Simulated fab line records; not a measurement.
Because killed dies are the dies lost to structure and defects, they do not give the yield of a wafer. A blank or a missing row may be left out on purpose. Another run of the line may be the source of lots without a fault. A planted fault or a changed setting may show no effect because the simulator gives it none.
Chamber matching | flow gf180mcu | GF_V2_CMP_04 on cmp-02: 4 sister chambers
The step polishes SiO2. 22 wafers are shown with their chamber, then 11 later ones without.

== WAFERS, EACH WITH ITS CHAMBER ==
wafer  | chamber | motor-current-A (A) | retaining-ring-pressure-frac | time-to-endpoint-s (s)
L076.1 | 1       | 13.1                | 1.002                        | 87
L076.2 | 3       | 13.3                | 1.001                        | 83
L076.3 | 2       | 12.4                | 0.996                        | 83
L077.4 | 1       | 12.0                | 1.001                        | 82
L077.5 | 1       | 12.6                | 1.001                        | 78
L077.6 | 2       | 12.2                | 1.000                        | 84
L079.3 | 0       | 9.9                 | 1.006                        | 76
L079.4 | 1       | 12.8                | 0.995                        | 78
L079.5 | 3       | 13.2                | 0.999                        | 79
L080.2 | 0       | 9.5                 | 1.000                        | 74
L080.3 | 2       | 11.9                | 1.010                        | 77
L080.5 | 1       | 12.6                | 0.999                        | 75
L084.1 | 3       | 13.3                | 0.997                        | 78
L084.2 | 2       | 11.7                | 1.003                        | 75
L084.4 | 0       | 9.6                 | 0.997                        | 80
L085.2 | 1       | 12.6                | 0.997                        | 73
L085.3 | 2       | 12.8                | 1.003                        | 79
L085.5 | 1       | 11.8                | 0.991                        | 81
L086.3 | 2       | 12.1                | 1.008                        | 75
L086.5 | 1       | 12.5                | 0.999                        | 80
L086.6 | 2       | 13.0                | 1.001                        | 77
L087.1 | 1       | 12.3                | 1.011                        | 76

SIGNATURES (averages over the wafers above)
reading                      | chamber 0 | chamber 1 | chamber 2 | chamber 3 | scatter within a chamber
motor-current-A              | 9.667     | 12.478    | 12.300    | 13.267    | 0.385
retaining-ring-pressure-frac | 1.00100   | 0.99956   | 1.00300   | 0.99900   | 0.00488
time-to-endpoint-s           | 76.67     | 78.89     | 78.57     | 80.00     | 3.75
Rule: for each reading, subtract the chamber's mean from the wafer's reading, divide by that reading's scatter and square the result; add these up over the readings and take the root, which gives the wafer's distance from the chamber. The wafer belongs to the nearest chamber; if the next one is less than 2 further off, it can't be placed. The scatter is the square root of a quotient: the sum, over the shown wafers, of each reading's squared deviation from its chamber's mean, divided by wafers minus chambers.

== WAFERS MISSING THEIR CHAMBER ==
wafer  | motor-current-A (A) | retaining-ring-pressure-frac | time-to-endpoint-s (s)
L087.3 | 11.7                | 1.004                        | 82
L087.6 | 11.7                | 1.010                        | 86
L091.2 | 12.4                | 1.002                        | 81
L091.4 | 12.3                | 0.995                        | 80
L091.6 | 12.8                | 1.002                        | 81
L094.1 | 9.7                 | 0.992                        | 82
L094.4 | 12.5                | 1.007                        | 78
L094.5 | 11.8                | 0.997                        | 84
L095.4 | 12.4                | 1.003                        | 82
L095.5 | 13.2                | 1.004                        | 80
L095.6 | 9.7                 | 0.993                        | 84

== EACH ONE'S CHAMBER ==
wafer  | from the rows above          | in truth
L087.3 | can't be placed: 2 or 1      | 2
L087.6 | can't be placed: 2 or 1      | 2
L091.2 | can't be placed: 2 or 1 or 3 | 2
L091.4 | can't be placed: 1 or 2 or 3 | 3
L091.6 | can't be placed: 1 or 3 or 2 | 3
L094.1 | 0                            | 0
L094.4 | can't be placed: 2 or 1 or 3 | 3
L094.5 | can't be placed: 1 or 2 or 3 | 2
L095.4 | can't be placed: 2 or 1 or 3 | 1
L095.5 | can't be placed: 3 or 1 or 2 | 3
L095.6 | 0                            | 0
Correct placement for 2 of the 11. From these rows, 9 cannot be placed; in 9 the true chamber is one of the candidates. Placed wrongly: 0.
